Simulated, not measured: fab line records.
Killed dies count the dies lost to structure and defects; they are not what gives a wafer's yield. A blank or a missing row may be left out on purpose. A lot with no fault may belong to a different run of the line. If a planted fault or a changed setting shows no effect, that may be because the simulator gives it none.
Matching of chambers | flow gf180mcu | 3 sister chambers for GF_PASSIVATION_ETCH_11 on rie-diel-03
The step etches the open film in CF4/O2, stops on TiN, target depth 2040 nm, time 453.3 s. 6 wafers are shown with their chamber, then 3 later ones without.

== WAFERS WITH THEIR CHAMBER ==
wafer  | chamber | drypump-motor-current-A (A) | oes-product-au (a.u.)
L959.4 | 3       | 5.9                         | 0.994
L960.6 | 0       | 5.8                         | 0.981
L961.1 | 0       | 5.9                         | 0.983
L961.6 | 1       | 6.3                         | 0.980
L963.3 | 1       | 6.3                         | 0.984
L963.4 | 3       | 5.9                         | 0.996

== WAFERS MISSING THEIR CHAMBER ==
wafer  | drypump-motor-current-A (A) | oes-product-au (a.u.)
L965.2 | 5.9                         | 0.994
L976.1 | 5.9                         | 0.979
L976.5 | 6.3                         | 0.980

== CHAMBER TAKEN BY EACH ==
wafer  | from the rows above | in truth
L965.2 | 3                   | 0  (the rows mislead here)
L976.1 | 0                   | 0
L976.5 | 1                   | 1
Correct placement for 2 of the 3. Left unplaced by these rows: 0. 1 placed wrongly.
How it was worked out, from the rows above alone: a wafer's distance from a chamber is the root of the sum, over the readings, of the square of ((its reading less the chamber's mean) divided by the reading's scatter). The wafer belongs to the nearest chamber; if the next one is less than 2 further off, it can't be placed. For every chamber, the mean is computed from those of its wafers that are shown. The scatter is the square root of a quotient: the sum, over the shown wafers, of each reading's squared deviation from its chamber's mean, divided by wafers minus chambers.
